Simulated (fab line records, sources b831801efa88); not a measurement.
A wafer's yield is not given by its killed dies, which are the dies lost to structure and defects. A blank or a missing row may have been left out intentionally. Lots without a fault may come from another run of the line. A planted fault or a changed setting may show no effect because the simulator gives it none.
Shared-tool check    flow gf180mcu    Sampled: 11 lots, 39 wafers

== REASON IT WAS OPENED ==
2 of 11 lots carry a flag on the reading V1_W_RS at GF_V1_RS_MEAS_24. No-fault wafers: 0.3269 ohm/sq, standard deviation 0.003.
Rule: a lot gets a flag if all its wafers with a number sit over 4 standard deviations from that mean, or if no wafer of it has a number. All remaining lots are regarded as sound.

lot   measured      on             V1_W_RS (ohm/sq), wafer by wafer           flag
L711  day 18 00:14  film-metro-04  0.3326 0.3266 0.3292                       
L713  day 18 18:32  film-metro-01  0.3311 0.3299 0.3247                       
L714  day 19 04:20  film-metro-02  0.3266 0.3221 0.3318                       
L721  day 22 01:12  film-metro-02  0.3307 0.3305 0.3291                       
L722  day 22 08:11  film-metro-02  0.3252 0.3247 0.3274                       
L726  day 23 15:58  film-metro-02  0.4248 0.4216 0.4267 0.4253 0.4209 0.4269  FLAGGED
L727  day 23 22:26  film-metro-02  0.3286 0.3233 0.3254                       
L728  day 24 09:16  film-metro-01  0.4215 0.4195 0.4214 0.4210 0.4188 0.4213  FLAGGED
L731  day 25 03:32  film-metro-04  0.3332 0.3282 0.3261                       
L733  day 25 18:19  film-metro-04  0.3271 0.3306 0.3305                       
L734  day 26 11:17  film-metro-02  0.3277 0.3266 0.3278                       
The mean of the flagged lots' numbers is 0.4225 ohm/sq, +0.0956 ohm/sq from the usual (+32 standard deviations).

== WHICH TOOL EACH LOT WENT THROUGH ==
The record holds 3 process steps before the reading, out of a route of 602 steps. In each cell: the tool, then ch and the chambers that the sampled wafers went through, then the start.
lot   flag     GF_V1_SPUTTER_21              GF_V1_SPUTTER_22              GF_V1_CVD_23
L711           pvd-sputter-01, day 17 23:58  pvd-sputter-01, day 18 00:02  cvd-w-02 ch 0,1, day 18 00:07
L713           pvd-sputter-02, day 18 18:19  pvd-sputter-02, day 18 18:23  cvd-w-01 ch 0,1, day 18 18:25
L714           pvd-sputter-02, day 19 04:08  pvd-sputter-02, day 19 04:11  cvd-w-02 ch 0,1, day 19 04:14
L721           pvd-sputter-02, day 22 00:58  pvd-sputter-02, day 22 01:02  cvd-w-02 ch 0,1, day 22 01:04
L722           pvd-sputter-02, day 22 07:58  pvd-sputter-02, day 22 08:02  cvd-w-01 ch 0,1, day 22 08:04
L726  FLAGGED  pvd-sputter-02, day 23 15:43  pvd-sputter-02, day 23 15:46  cvd-w-01 ch 0,1, day 23 15:50
L727           pvd-sputter-03, day 23 22:13  pvd-sputter-03, day 23 22:17  cvd-w-02 ch 0,1, day 23 22:19
L728  FLAGGED  pvd-sputter-02, day 24 09:02  pvd-sputter-02, day 24 09:06  cvd-w-01 ch 0, day 24 09:08
L731           pvd-sputter-01, day 25 03:19  pvd-sputter-01, day 25 03:23  cvd-w-02 ch 0,1, day 25 03:25
L733           pvd-sputter-02, day 25 18:05  pvd-sputter-02, day 25 18:08  cvd-w-02 ch 0,1, day 25 18:11
L734           pvd-sputter-01, day 26 11:04  pvd-sputter-01, day 26 11:08  cvd-w-01 ch 1, day 26 11:10
What the steps here do:
- GF_V1_SPUTTER_21: material Ti, target thk 15 nm, time 80.02 s.
- GF_V1_SPUTTER_22: material TiN, target thk 10 nm, time 40 s.
- GF_V1_CVD_23: deposits W, target thk 350 nm, time 105.05 s.
- GF_V1_RS_MEAS_24: measures by four-point-probe.

== FLAGGED AGAINST TOTAL, ONE TOOL AT A TIME (gauges that did the reading follow at the end) ==
step              tool            lots run  flagged  share of the flagged lots  sound lots run after its first flagged lot
GF_V1_SPUTTER_21  pvd-sputter-01  3         0        none                       -
GF_V1_SPUTTER_21  pvd-sputter-02  7         2        all                        1 (L733)
GF_V1_SPUTTER_21  pvd-sputter-03  1         0        none                       -
GF_V1_SPUTTER_22  pvd-sputter-01  3         0        none                       -
GF_V1_SPUTTER_22  pvd-sputter-02  7         2        all                        1 (L733)
GF_V1_SPUTTER_22  pvd-sputter-03  1         0        none                       -
GF_V1_CVD_23      cvd-w-01        5         2        all                        1 (L734)
GF_V1_CVD_23      cvd-w-02        6         0        none                       -
GF_V1_RS_MEAS_24  film-metro-01   2         1        some                       0
GF_V1_RS_MEAS_24  film-metro-02   6         1        some                       2 (L727,L734)
GF_V1_RS_MEAS_24  film-metro-04   3         0        none                       -

== WHAT IS ALLOWED BY THE TABLE ==
All flagged lots were run by 3 table rows, namely pvd-sputter-02 at GF_V1_SPUTTER_21, pvd-sputter-02 at GF_V1_SPUTTER_22, cvd-w-01 at GF_V1_CVD_23.
- pvd-sputter-02 at GF_V1_SPUTTER_21: 2 of its 7 lots flagged. Sound lots ran on it after the first flagged one (L733), which a lasting fault on the whole tool wouldn't allow.
- pvd-sputter-02 at GF_V1_SPUTTER_22: 2 of its 7 lots flagged. Sound lots ran on it after the first flagged one (L733), which a lasting fault on the whole tool wouldn't allow.
- cvd-w-01 at GF_V1_CVD_23: 2 of its 5 lots flagged. Sound lots ran on it after the first flagged one (L734), which a lasting fault on the whole tool wouldn't allow.
No row of the table ran every flagged lot and no sound lot after the first.

== WHAT THE SIMULATOR PUT IN ==
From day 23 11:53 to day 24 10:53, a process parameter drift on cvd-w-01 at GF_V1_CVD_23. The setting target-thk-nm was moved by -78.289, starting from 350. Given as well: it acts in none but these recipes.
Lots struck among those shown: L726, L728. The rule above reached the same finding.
